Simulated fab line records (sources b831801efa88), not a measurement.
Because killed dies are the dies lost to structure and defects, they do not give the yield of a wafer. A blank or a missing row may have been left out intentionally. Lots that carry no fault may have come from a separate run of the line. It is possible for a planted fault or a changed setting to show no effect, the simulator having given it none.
Comparing a struck lot with a sound one	flow sky130	15 steps out of a route of 708
Sound: wafers L730.3, L730.5, L730.6. Wafers struck: L732.1, L732.2, L732.6. The cause is named last.
Each step with rows lists, per side, the tool, then ch with its chambers, then its first start. Under that, the readings that differ: sound wafers	struck wafers	difference of the means	sigmas: that difference in standard deviations of wafers without a fault.
alike: words and numbers the same on both sides, and readings whose means are apart by under 2 such deviations; not compared: readings that were withheld, readings missing a value for some wafer, numbers with overlapping values and no deviation given by the record, and bounds like >300 which may hide the same value.
A row with sigmas, a row that says differs or no value, or rows on one side alone: a step with any of these is where the two part. Numbers that don't overlap but have no deviation are shown without sigmas and don't part them. A reading missing from all wafers of one side parts the sides only when that side holds two or more wafers.

SKY_METAL2_STRIP_20: strips in O2/N2.
  sound on plasma_asher-04 ch 0,1, day 39 14:49; struck on plasma_asher-04 ch 0,1, day 39 23:02
  alike: drypump_motor_current_A, o2_flow_sccm, oes_product_au, strip_time_to_endpoint_s
  not compared: rf_hours_counter_h
then, 4 steps without rows for these wafers: SKY_METAL2_STRIP_21 (strips in post etch residue remover, time 1200 s); SKY_METAL2_CLEAN_22 (cleans in IPA, time 180 s); SKY_METAL2_CLEAN_23 (cleans in O3/DIW); SKY_VIA2_HDPCVD_00 (deposits SiO2, target thk 1180 nm, time 196.7 s).
SKY_VIA2_THK_MEAS_01:
  sound: film_metro-02 at day 39 15:37; struck: film_metro-02 at day 39 23:44
  alike: VIA2_HDPCVD_THK
SKY_VIA2_CMP_02: polishes SiO2.
  sound on cmp-01 ch 2,3, day 39 15:40; struck on cmp-01 ch 0,2, day 39 23:59
  alike: motor_current_A, slurry_filter_dp_kPa
SKY_VIA2_BOW_MEAS_03:
  sound: film_metro-03 at day 39 16:00; struck: film_metro-02 at day 40 00:14
  alike: VIA2_BOW
then, 4 steps without rows for these wafers: SKY_VIA2_DEHYDRATE_04 (time 60 s); SKY_VIA2_HMDS_05 (prime time 60 s); SKY_VIA2_COAT_06 (resist thk 60 nm); SKY_VIA2_COAT_07 (resist thk 450 nm).
SKY_VIA2_SOFTBAKE_08: time 90 s.
  sound on litho_track-04 ch 0, day 40 04:00; struck on litho_track-01 ch 0, day 40 13:00
reading	sound	struck	difference	sigmas
heater_power_total_W (W)	57.40 57.54 57.45	78.06 78.07 78.03	+20.59	+99 or more
run_length_s (s)	118.92 119.00 118.83	63.83 63.71 63.82	-55.13	-99 or more
then, 1 step without rows for these wafers: SKY_VIA2_EXPOSE_09 (exposes mask VIM2, target cd 200 nm).
-- the record jumps here: 9 days lie between the struck wafers' starts before and after (it left off in module VIA2 and takes up again in module PAD_OPEN, whose first step shown is number 708 of the route) --
SKY_PAD_OPEN_PROBE_99:
  sound: prober-02 at day 49 05:22; struck: prober-02 at day 49 12:45
  alike: defect_limited_yield, killed_at_M0_to_M3, killed_at_M4_up, killed_at_contacts, killed_at_front_end, killed_at_other, killed_dies, killed_open, killed_short, sort_bin_3_pad_short, sort_bin_5_function, sort_bin_6_memory, sort_n_pass, sort_yield_pct

WHERE THEY PART
SKY_VIA2_SOFTBAKE_08 only, going by this record. Later steps at which nothing parts them and some readings are alike: SKY_PAD_OPEN_PROBE_99.

WHY: the cause the simulator had injected
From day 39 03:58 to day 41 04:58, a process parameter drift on litho_track-01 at SKY_VIA2_SOFTBAKE_08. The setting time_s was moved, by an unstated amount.
